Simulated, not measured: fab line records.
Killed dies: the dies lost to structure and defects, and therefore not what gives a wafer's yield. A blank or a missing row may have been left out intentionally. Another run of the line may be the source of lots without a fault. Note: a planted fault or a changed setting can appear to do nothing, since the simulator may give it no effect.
A struck lot beside a sound one ; flow sky130 ; 16 out of 708 route steps
Sound: these wafers, L240.2, L240.4, L240.6. Struck: wafer L247.4; the same lot's L247.2 was not struck, so it is left out; see the end for the cause.
Per side, at each step with rows, come the tool, then ch with its chambers, and then its first start. Under that, the readings that differ: sound wafers ; struck wafers ; difference of the means ; sigmas: that difference in standard deviations of wafers without a fault.
alike: same words and numbers on both sides, and readings whose means sit less than 2 such deviations apart. not compared: any withheld reading, any reading some wafer has no value for, any bound like >300 that may hide the same value, and any number with overlapping values for which the record gives no deviation.
A row with sigmas, a row that says differs or no value, or rows on one side alone: a step with any of these is where the two part. Numbers that have no deviation but don't overlap get no sigmas and don't part them. Lack of a reading on every wafer of one side parts them only where that side has two or more wafers.

SKY_METAL5_SPUTTER_03: material Ti, target thk 5 nm, time 3.3 s.
  sound: pvd_sputter-04 at day 43 23:17; struck: pvd_sputter-01 at day 45 18:53
  alike: throttle_valve_pct
SKY_METAL5_SPUTTER_04: material TiN, target thk 70 nm, time 58.3 s.
  sound: pvd_sputter-04 at day 43 23:18; struck: pvd_sputter-01 at day 45 18:54
  alike: throttle_valve_pct
SKY_METAL5_RS_MEAS_05: measures by four-point-probe.
  sound: film_metro-03 at day 43 23:22; struck: film_metro-03 at day 45 18:58
  alike: METAL5_ALCU_RS
SKY_METAL5_THK_MEAS_06: measures by xrf.
  sound: film_metro-03 at day 43 23:29; struck: film_metro-03 at day 45 19:05
  alike: METAL5_ALCU_THK
then, 7 steps without rows for these wafers: SKY_METAL5_DEHYDRATE_07 (time 60 s); SKY_METAL5_HMDS_08 (prime time 60 s); SKY_METAL5_COAT_09 (resist thk 1800 nm); SKY_METAL5_SOFTBAKE_10 (time 60 s); SKY_METAL5_EXPOSE_11 (exposes mask MM5, target cd 1600 nm); SKY_METAL5_PEB_12; SKY_METAL5_DEVELOP_13 (develop time 60 s).
SKY_METAL5_DESCUM_14: chemistry O2, time 11 s.
  sound on rie_metal-02 ch 0, day 44 20:29; struck on rie_metal-02 ch 1, day 46 14:57
  alike: drypump_motor_current_A, oes_product_au
  not compared: rf_hours_counter_h
SKY_METAL5_METAL_ETCH_15: etches the open film in Cl2/BCl3, stops on SiO2, target depth 1260 nm, time 252 s.
  sound on rie_metal-02 ch 0, day 44 20:31; struck on rie_metal-02 ch 1, day 46 14:59
reading;sound;struck;difference;sigmas
model.NOVOLAK_of_METAL5_COAT_09.thk_nm (nm);1012 1025 1027;1151;+130;
model.SiO2_of_VIA4_HDPCVD_00.thk_nm (nm);548.6 549 549.4;555;+6;
  alike: drypump_motor_current_A, oes_product_au, throttle_valve_pct
  not compared: rf_hours_counter_h
SKY_METAL5_STRIP_16: strips in O2/N2.
  sound on plasma_asher-01 ch 0,1, day 44 20:46; struck on plasma_asher-04 ch 1, day 46 15:13
reading;sound;struck;difference;sigmas
drypump_motor_current_A (A);6.1 5.3 6.1;5.1;-0.7;-2
strip_time_to_endpoint_s (s);12.80 12.94 12.99;14.37;+1.46;+9
  alike: n2_flow_sccm, oes_product_au
  not compared: rf_hours_counter_h
then, 1 step without rows for these wafers: SKY_METAL5_STRIP_17 (strips in post etch residue remover, time 1200 s).
SKY_PAD_OPEN_PROBE_99:
  sound: prober-01 at day 46 17:02; struck: prober-01 at day 48 08:45
reading;sound;struck;difference;sigmas
model.etest.met5_comb.leak_log10_a_um;-12.02 -12.13 -12.01;-7.989;+4.064;

## WHERE THEY PART
SKY_METAL5_STRIP_16 only, going by this record.

WHY: what had been put in by the simulator
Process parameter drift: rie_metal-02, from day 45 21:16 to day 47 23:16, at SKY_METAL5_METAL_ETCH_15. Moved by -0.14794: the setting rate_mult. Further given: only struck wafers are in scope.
